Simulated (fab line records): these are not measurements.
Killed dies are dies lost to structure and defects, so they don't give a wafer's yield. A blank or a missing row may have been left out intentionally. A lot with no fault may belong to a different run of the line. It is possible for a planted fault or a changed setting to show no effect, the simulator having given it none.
2 desks looking at one fault -- flow sky130 -- each desk holds nothing but its own numbers, with what lay behind them at the end

== AT THE TOOL OWNER'S DESK: pvd sputter-03 ==
The tool's own readings at SKY_CAPM_SPUTTER_02 (material TiN, target thk 200 nm, time 174.4 s): means of the sampled wafers that have a number, for each lot that ran on this tool. A lot is out of limits, marked OUT, if its mean lies more than 4 standard deviations from the usual mean; the brackets give that distance.
Columns: A = cathode dc power W at SKY_CAPM_SPUTTER_02, usual 6500.1 W; B = throttle valve pct at SKY_CAPM_SPUTTER_02, usual 29.6 %
lot,first seen here,A,B
L486,day 39 21:07,6498.7,29.5
L490,day 40 20:23,6499.7,29.9
L491,day 41 03:46,6499.9,30.3
Finding of this desk: none of the 3 lots has anything out of limits.

== METROLOGY DESK ==
Lot by lot, what the gauges showed, no matter which tool ran the lot: averages of those sampled wafers that carry a number. A lot is out of limits, marked OUT, if its mean lies more than 4 standard deviations from the usual mean; the brackets give that distance.
Columns: A = VIA2_BOW at SKY_VIA2_BOW_MEAS_03, usual 86 um; B = CAPM_TIN_RS at SKY_CAPM_RS_MEAS_03, usual 6.62 ohm/sq; C = CAPM_TIN_THK at SKY_CAPM_THK_MEAS_04, usual 206.5 nm
lot,first seen here,A,B,C
L479,day 36 13:17,85,6.57,207.6
L482,day 37 12:35,78,6.60,205.7
L486,day 38 17:26,100,6.56,208.6
L490,day 39 18:05,86,7.11 (+7.4) OUT,194.7 (-5.9) OUT
L491,day 40 01:17,75,7.16 (+8.2) OUT,196.3 (-5.1) OUT
L496,day 41 12:59,84,6.69,202.6
L497,day 41 18:59,79,6.67,206.6
L498,day 42 02:44,86,6.67,204.4
L499,day 42 11:13,91,6.64,208.3
L501,day 42 16:57,86,6.71,205.6
Per this desk, out of limits: L490, L491; the first was L490, day 40 20:31 (CAPM_TIN_RS at SKY_CAPM_RS_MEAS_03). In limits: L479, L482, L486, L496, L497, L498, L499, L501.

== TAKEN TOGETHER ==
The metrology desk could have raised an alarm at day 40 20:31, on L490, L491.
Nothing out of limits was seen by the tool owner's desk.
Tool owner's desk: L490, L491 on record, inside its limits.
On pvd sputter-03, each named lot ran SKY_CAPM_SPUTTER_02.

== WHAT WAS PUT IN BY THE SIMULATOR ==
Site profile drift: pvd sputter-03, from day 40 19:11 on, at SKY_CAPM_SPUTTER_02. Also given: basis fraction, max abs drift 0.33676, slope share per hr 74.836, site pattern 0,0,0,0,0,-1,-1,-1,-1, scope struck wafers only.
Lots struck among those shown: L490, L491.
Delay in hours, fault start to first out-of-limits reading, per desk: metrology desk 1.
